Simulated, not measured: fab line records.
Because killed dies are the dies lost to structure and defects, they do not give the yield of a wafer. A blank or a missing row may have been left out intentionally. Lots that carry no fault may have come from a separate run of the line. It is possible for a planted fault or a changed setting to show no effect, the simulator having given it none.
fab line records + flow sky130
record
- lots=5
- wafers=15
- last-day=48
route steps=708 shown PWDE@48 NWELL@56 PAD_OPEN@708
lots that met no fault: from a run of the same line without faults
start-h: start of the lot's first displayed wafer, in hours after the record's first day + wait-h: time in hours since the lot's previous step + " same as the row above + L1.1+2: a row that stands for several wafers + - no value, or no start was given + * or withheld: withheld + < > ~ a bound
route shown NAME@n: names a module that has steps shown in the file, with the first one's number in the route + usual: average and standard deviation across the fault-free wafers + same: alike in all rows + chamber/n: place in a boat + sites: each site's reading + _std_site: the standard deviation of these + _edge_site: mean of outer sites minus mean of inner sites + radius-mm: how far each site lies from the wafer's centre + mask NAME#n: copy n + behind: the tool/chamber that last shaped the wafer + hold: why the lot went on hold/how many hours it stayed there/how the hold came to an end + device: the n, p or np transistor that did not switch + end of line: the tests these same wafers got at the end of their route + a step with no rows: only its recipe + killed: dies that structure and defects cost at the first sort, which is not the same as the wafer's yield + map: dies across one wafer; x = killed, . = not, _ = none there
set.NAME: the setting that was run; set.NAME@STEP: the one run at that earlier step + model.NAME: the simulator's own value behind a step, which no gauge read
lots at some steps of the route; a table a step, a row a wafer
services: the hour from which a tool's chamber was out of use, counted from the record's first day as start-h (under 0 if before that day), plus the number of hours and why
## steps
# step SKY_PWDE_SOFTBAKE_03
# recipe
- temp-c=110
- time-s=withheld
# step SKY_PWDE_EXPOSE_04
# recipe
- mask-id=PWDEM
- na=0.6
- source-shape=conventional
- sigma-outer=0.6
- polarization=unpolarized
- target-cd-nm=840
- dose-mj=214
# step SKY_PWDE_PEB_05
# recipe
- temp-c=115
- time-s=withheld
# step SKY_PWDE_DEVELOP_06
# recipe
- wall-angle-deg=90
- developer=TMAH
- develop-time-s=60
- dev-temp-c=23
# step SKY_PWDE_OVL_MEAS_07
# usual
- PWDE_OVL=-0.4/1.7
| lot.wafer | tool       | chamber | start-h | wait-h | PWDE_OVL[nm] |
|-----------|------------|---------|---------|--------|--------------|
| L460.3    | overlay-02 | -       | 88.46   | -      | -2.1         |
| L460.4    | "          | -       | "       | "      | -1.1         |
| L460.6    | "          | -       | "       | "      | 0.1          |
| L464.1    | overlay-02 | -       | 107.70  | -      | 0.1          |
| L464.5    | "          | -       | "       | "      | -2.8         |
| L464.6    | "          | -       | "       | "      | -0.9         |
| L466.2    | overlay-02 | -       | 121.65  | -      | 1.2          |
| L466.3    | "          | -       | "       | "      | 0.5          |
| L466.5    | "          | -       | "       | "      | 1.2          |
| L471.2    | overlay-02 | -       | 147.60  | -      | 3.2          |
| L471.4    | "          | -       | "       | "      | 1.5          |
| L471.5    | "          | -       | "       | "      | 1.6          |
| L472.1    | overlay-02 | -       | 150.94  | -      | -0.6         |
| L472.2    | "          | -       | "       | "      | -1.0         |
| L472.4    | "          | -       | "       | "      | 0.2          |
# step SKY_PWDE_IMPLANT_08
# recipe
- species=B
- energy-kev=150
- dose-cm2=3.6e+12
- tilt-deg=withheld
# step SKY_PWDE_STRIP_09
# recipe
- chemistry=O2/N2
- power-w=1400
- pressure-mtorr=1500
- platen-temp-c=withheld
- o2-flow-sccm=3000
- n2-flow-sccm=300
- overash-fraction=0.5
# usual
- drypump-motor-current-A=6.0/0.51
- oes-product-au=0.722/0.0054
- strip-time-to-endpoint-s=36.90/0.092
| lot.wafer | tool            | chamber | start-h | wait-h | drypump-motor-current-A | oes-product-au | rf-hours-counter-h | strip-time-to-endpoint-s |
|-----------|-----------------|---------|---------|--------|-------------------------|----------------|--------------------|--------------------------|
| L460.3    | plasma-asher-03 | 1       | 88.66   | 0.1    | 5.3                     | 0.722          | -                  | 36.84                    |
| L460.4    | "               | 0       | "       | "      | 5.8                     | 0.719          | -                  | 36.67                    |
| L460.6    | "               | 0       | "       | "      | 5.8                     | 0.718          | -                  | 36.94                    |
| L464.1    | plasma-asher-03 | 1       | 107.88  | 0.1    | 5.3                     | 0.713          | 42                 | 36.97                    |
| L464.5    | "               | 1       | "       | "      | 5.3                     | 0.720          | -                  | 36.93                    |
| L464.6    | "               | 0       | "       | "      | 5.8                     | 0.728          | -                  | 36.91                    |
| L466.2    | plasma-asher-02 | 1       | 121.83  | 0.1    | 6.8                     | 0.734          | 37                 | 36.77                    |
| L466.3    | "               | 1       | "       | "      | 6.8                     | 0.724          | -                  | 36.85                    |
| L466.5    | "               | 1       | "       | "      | 6.8                     | 0.722          | -                  | 36.90                    |
| L471.2    | plasma-asher-02 | 1       | 147.78  | 0.1    | 6.8                     | 0.721          | 40                 | 37.00                    |
| L471.4    | "               | 1       | "       | "      | 6.8                     | 0.718          | -                  | 36.84                    |
| L471.5    | "               | 1       | "       | "      | 6.8                     | 0.724          | -                  | 36.96                    |
| L472.1    | plasma-asher-02 | 1       | 151.13  | 0.1    | 6.9                     | 0.722          | 40                 | 36.82                    |
| L472.2    | "               | 0       | "       | "      | 6.1                     | 0.724          | 40                 | 36.96                    |
| L472.4    | "               | 0       | "       | "      | 6.1                     | 0.725          | -                  | 36.80                    |
# step SKY_PWDE_TW_MEAS_10
# usual
- PWDE_TW=370/4
| lot.wafer | tool          | chamber | start-h | wait-h | PWDE_TW |
|-----------|---------------|---------|---------|--------|---------|
| L460.3    | film-metro-03 | -       | 88.75   | 0.1    | 367     |
| L460.4    | "             | -       | "       | "      | 366     |
| L460.6    | "             | -       | "       | "      | 370     |
| L464.1    | film-metro-04 | -       | 107.98  | 0.1    | 376     |
| L464.5    | "             | -       | "       | "      | 377     |
| L464.6    | "             | -       | "       | "      | 378     |
| L466.2    | film-metro-02 | -       | 121.94  | 0.1    | 368     |
| L466.3    | "             | -       | "       | "      | 368     |
| L466.5    | "             | -       | "       | "      | 370     |
| L471.2    | film-metro-02 | -       | 147.89  | 0.1    | 364     |
| L471.4    | "             | -       | "       | "      | 365     |
| L471.5    | "             | -       | "       | "      | 366     |
| L472.1    | film-metro-02 | -       | 151.23  | 0.1    | 362     |
| L472.2    | "             | -       | "       | "      | 367     |
| L472.4    | "             | -       | "       | "      | 364     |
# step SKY_NWELL_DEHYDRATE_03
# recipe
- temp-c=200
- time-s=60
# step SKY_NWELL_HMDS_04
# recipe
- prime-time-s=60
- prime-temp-c=120
# step SKY_NWELL_COAT_05
# recipe
- spin-rpm=2000
- resist-thk-nm=3000
# step SKY_NWELL_SOFTBAKE_06
# recipe
- temp-c=110
- time-s=withheld
# step SKY_NWELL_EXPOSE_07
# recipe
- mask-id=NWM
- na=0.6
- source-shape=conventional
- sigma-outer=0.6
- polarization=unpolarized
- target-cd-nm=840
- dose-mj=255
# usual
- reticle-temp-C=22.98/0.11
# same
- na=0.6
- sigma-outer=0.6
| lot.wafer | tool             | chamber | start-h | wait-h | mask    | reticle-temp-C |
|-----------|------------------|---------|---------|--------|---------|----------------|
| L460.3    | iline-stepper-02 | 0       | 97.32   | -      | NWM#0   | 22.84          |
| L460.4    | "                | 0       | "       | "      | NWM#0   | 22.85          |
| L460.6    | "                | 0       | "       | "      | NWM#0   | 22.76          |
| L464.1    | iline-stepper-02 | 0       | 117.43  | -      | NWM#0   | 22.82          |
| L464.5    | "                | 0       | "       | "      | NWM#0   | 23.07          |
| L464.6    | "                | 0       | "       | "      | NWM#0   | 22.93          |
| L466.2    | iline-stepper-02 | 0       | 130.74  | -      | PWDEM#0 | 22.96          |
| L466.3    | "                | 0       | "       | "      | PWDEM#0 | 22.70          |
| L466.5    | "                | 0       | "       | "      | PWDEM#0 | 23.09          |
| L471.2    | iline-stepper-02 | 0       | 157.89  | -      | NWM#0   | 23.01          |
| L471.4    | "                | 0       | "       | "      | NWM#0   | 22.94          |
| L471.5    | "                | 0       | "       | "      | NWM#0   | 22.96          |
| L472.1    | iline-stepper-02 | 0       | 161.40  | -      | NWM#0   | 22.97          |
| L472.2    | "                | 0       | "       | "      | NWM#0   | 22.95          |
| L472.4    | "                | 0       | "       | "      | NWM#0   | 22.96          |
# step SKY_NWELL_PEB_08
# recipe
- temp-c=115
- time-s=withheld
# step SKY_NWELL_DEVELOP_09
# recipe
- wall-angle-deg=90
- developer=TMAH
- develop-time-s=60
- dev-temp-c=23
# step SKY_NWELL_OVL_MEAS_10
# usual
- NWELL_00_OVL=0.0/1.5
| lot.wafer | tool       | chamber | start-h | wait-h | NWELL_00_OVL[nm] |
|-----------|------------|---------|---------|--------|------------------|
| L460.3    | overlay-02 | -       | 105.86  | -      | -0.3             |
| L460.4    | "          | -       | "       | "      | 0.8              |
| L460.6    | "          | -       | "       | "      | -0.2             |
| L464.1    | overlay-02 | -       | 126.49  | -      | 1.0              |
| L464.5    | "          | -       | "       | "      | 0.8              |
| L464.6    | "          | -       | "       | "      | 1.6              |
| L466.2    | overlay-01 | -       | 140.25  | -      | -                |
| L466.3    | "          | -       | "       | "      | -                |
| L466.5    | "          | -       | "       | "      | -                |
| L471.2    | overlay-02 | -       | 167.80  | -      | 0.9              |
| L471.4    | "          | -       | "       | "      | -0.2             |
| L471.5    | "          | -       | "       | "      | 0.8              |
| L472.1    | overlay-01 | -       | 171.00  | -      | -0.3             |
| L472.2    | "          | -       | "       | "      | -0.6             |
| L472.4    | "          | -       | "       | "      | -1.7             |
# step SKY_NWELL_IMPLANT_11
# recipe
- species=P
- energy-kev=400
- dose-cm2=1.9e+13
- tilt-deg=withheld
# step SKY_NWELL_IMPLANT_12
# recipe
- species=P
- energy-kev=120
- dose-cm2=1.3e+12
- tilt-deg=withheld
# step SKY_NWELL_IMPLANT_13
# recipe
- species=P
- energy-kev=50
- dose-cm2=7e+11
- tilt-deg=withheld
# step SKY_NWELL_STRIP_14
# recipe
- chemistry=O2/N2
- power-w=1400
- pressure-mtorr=1500
- platen-temp-c=withheld
- o2-flow-sccm=3000
- n2-flow-sccm=300
- overash-fraction=0.5
# usual
- drypump-motor-current-A=6.2/0.46
- oes-product-au=0.723/0.0045
- strip-time-to-endpoint-s=36.92/0.11
| lot.wafer | tool            | chamber | start-h | wait-h | drypump-motor-current-A | oes-product-au | rf-hours-counter-h | strip-time-to-endpoint-s |
|-----------|-----------------|---------|---------|--------|-------------------------|----------------|--------------------|--------------------------|
| L460.3    | plasma-asher-01 | 1       | 106.36  | 0.1    | 5.6                     | 0.722          | -                  | 37.00                    |
| L460.4    | "               | 0       | "       | "      | 6.1                     | 0.726          | -                  | 36.92                    |
| L460.6    | "               | 1       | "       | "      | 5.6                     | 0.722          | -                  | 37.03                    |
| L464.1    | plasma-asher-01 | 1       | 126.98  | 0.1    | 5.6                     | 0.726          | 48                 | 36.96                    |
| L464.5    | "               | 1       | "       | "      | 5.6                     | 0.728          | -                  | 36.87                    |
| L464.6    | "               | 0       | "       | "      | 6.2                     | 0.728          | -                  | 36.74                    |
| L466.2    | plasma-asher-04 | 1       | 140.73  | 0.1    | 6.6                     | 0.727          | 36                 | 36.90                    |
| L466.3    | "               | 0       | "       | "      | 5.7                     | 0.717          | -                  | 36.94                    |
| L466.5    | "               | 1       | "       | "      | 6.6                     | 0.717          | -                  | 36.97                    |
| L471.2    | plasma-asher-04 | 1       | 168.28  | 0.1    | 6.6                     | 0.728          | 38                 | 36.97                    |
| L471.4    | "               | 1       | "       | "      | 6.6                     | 0.718          | -                  | 36.96                    |
| L471.5    | "               | 1       | "       | "      | 6.6                     | 0.722          | -                  | 36.85                    |
| L472.1    | plasma-asher-02 | 1       | 171.48  | 0.1    | 6.9                     | 0.725          | 42                 | 37.00                    |
| L472.2    | "               | 0       | "       | "      | 6.1                     | 0.721          | 42                 | 36.84                    |
| L472.4    | "               | 0       | "       | "      | 6.1                     | 0.725          | -                  | 36.82                    |
# step SKY_NWELL_TW_MEAS_15
# usual
- NWELL_TW=1801/18
| lot.wafer | tool          | chamber | start-h | wait-h | hold                     | NWELL_TW |
|-----------|---------------|---------|---------|--------|--------------------------|----------|
| L460.3    | film-metro-03 | -       | 106.45  | 0.1    | -                        | 1818     |
| L460.4    | "             | -       | "       | "      | -                        | 1804     |
| L460.6    | "             | -       | "       | "      | -                        | 1810     |
| L464.1    | film-metro-03 | -       | 127.08  | 0.1    | -                        | 1791     |
| L464.5    | "             | -       | "       | "      | -                        | 1789     |
| L464.6    | "             | -       | "       | "      | -                        | 1793     |
| L466.2    | film-metro-02 | -       | 140.84  | 0.1    | await-dispo/0.2h/release | 30       |
| L466.3    | "             | -       | "       | "      | await-dispo/0.2h/release | 30       |
| L466.5    | "             | -       | "       | "      | await-dispo/0.2h/release | 30       |
| L466.2    | film-metro-02 | -       | 141.07  | 0.2    | -                        | 30       |
| L466.3    | "             | -       | "       | "      | -                        | 30       |
| L466.5    | "             | -       | "       | "      | -                        | 30       |
| L471.2    | film-metro-02 | -       | 168.39  | 0.1    | -                        | 1783     |
| L471.4    | "             | -       | "       | "      | -                        | 1792     |
| L471.5    | "             | -       | "       | "      | -                        | 1786     |
| L472.1    | film-metro-03 | -       | 171.58  | 0.1    | -                        | 1801     |
| L472.2    | "             | -       | "       | "      | -                        | 1801     |
| L472.4    | "             | -       | "       | "      | -                        | 1785     |
# step SKY_PAD_OPEN_PROBE_99
# usual
- defect-limited-yield=82.4/2
- killed_at_M0_to_M3=44/7.4
- killed_at_M4_up=3.0/1.6
- killed-at-contacts=24/5
- killed-at-front-end=15/4.6
- killed-at-other=0.4/0.65
- killed-dies=86/9.6
- killed-open=48/7.4
- killed-short=38/6.9
- sort_bin_3_pad_short=0.9/0.43
- sort_bin_5_function=10.4/1.3
- sort_bin_6_memory=6.3/1.2
- sort-n-pass=406/9.6
- sort-yield-pct=82.4/2
# same
- gross-dies=492
- killed-at-back-side=0
- sort_bin_4_leakage[%]=0
- sort_bin_8_speed[%]=0
| lot.wafer | tool      | chamber | start-h | wait-h | defect-limited-yield[%] | killed_at_M0_to_M3 | killed_at_M4_up | killed-at-contacts | killed-at-front-end | killed-at-other | killed-dies | killed-open | killed-short | sort_bin_3_pad_short[%] | sort_bin_5_function[%] | sort_bin_6_memory[%] | sort-n-pass | sort-yield-pct[%] |
|-----------|-----------|---------|---------|--------|-------------------------|--------------------|-----------------|--------------------|---------------------|-----------------|-------------|-------------|--------------|-------------------------|------------------------|----------------------|-------------|-------------------|
| L472.1    | prober-02 | -       | 1155.81 | 0.1    | 81.5                    | 49                 | 4               | 27                 | 10                  | 1               | 91          | 47          | 44           | 0.6                     | 12.0                   | 5.9                  | 401         | 81.5              |
| L472.2    | prober-02 | -       | 1155.86 | 0.1    | 85.4                    | 40                 | 1               | 21                 | 9                   | 1               | 72          | 51          | 20           | 0.8                     | 9.1                    | 4.7                  | 420         | 85.4              |
| L472.4    | prober-02 | -       | 1155.96 | 0.2    | 81.5                    | 49                 | 3               | 22                 | 17                  | 0               | 91          | 50          | 40           | 0.8                     | 11.6                   | 6.1                  | 401         | 81.5              |
# killed by level:class
L472.1 VIA1:geometric-particle:open=15 CONTACT:geometric-particle:open=11 METAL2:geometric-particle:short=9 VIA1:geometric-particle:short=7 LI_CONTACT:geometric-particle:open=5 LOCAL_INTERCONNECT:geometric-particle:short=5 METAL1:geometric-particle:short=5 CONTACT:geometric-particle:short=4
L472.2 VIA3:geometric-particle:open=12 VIA1:geometric-particle:open=9 VIA2:geometric-particle:open=8 CONTACT:geometric-particle:open=7 LI_CONTACT:geometric-particle:open=5 CONTACT:geometric-particle:short=4 FIELD_ISO:geometric-particle:open=3 LOCAL_INTERCONNECT:geometric-particle:short=3
L472.4 VIA1:geometric-particle:open=12 FIELD_ISO:geometric-particle:open=8 LI_CONTACT:geometric-particle:open=8 VIA3:geometric-particle:open=6 CONTACT:geometric-particle:open=5 VIA2:geometric-particle:open=5 METAL2:geometric-particle:short=5 VIA2:geometric-particle:short=5
## services
| tool            | chamber | start-h | hours | kind       |
|-----------------|---------|---------|-------|------------|
| plasma-asher-02 | -       | 77.68   | 14.6  | pm         |
| plasma-asher-03 | -       | 84.62   | 1.5   | repair     |
| plasma-asher-03 | -       | 108.75  | 9.0   | pm         |
| plasma-asher-03 | 0       | 108.75  | 9.0   | vent-cycle |
| plasma-asher-03 | 1       | 108.75  | 9.0   | vent-cycle |
| plasma-asher-04 | -       | 113.94  | 2.8   | pm         |
| plasma-asher-03 | 0       | 117.75  | -     | clean      |
| plasma-asher-03 | 1       | 117.75  | -     | clean      |
| plasma-asher-04 | -       | 159.66  | 7.4   | repair     |
## key
first-sign
- step=SKY_NWELL_EXPOSE_07
- reading=mask
- direction=changed
effect
- step=SKY_NWELL_OVL_MEAS_10
- reading=NWELL_00_OVL
- direction=missing
effect
- step=SKY_NWELL_TW_MEAS_15
- reading=visit
- direction=added
effect
- step=SKY_NWELL_TW_MEAS_15
- reading=NWELL_TW
- direction=down
- sigmas=99
- usual=1801
- struck=30
met-at SKY_NWELL_EXPOSE_07
struck-wafers L466.2,L466.3,L466.5
scrapped-behind SKY_NWELL_TW_MEAS_15 L466.2,L466.3,L466.5
onset-between 117.43 130.74
fault
- kind=wrong-mask
- tool=any
- chamber=-
- onset-h=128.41
- steps=SKY_NWELL_EXPOSE_07
- aux-copy=PWDEM#0
- scope=struck-lots-only
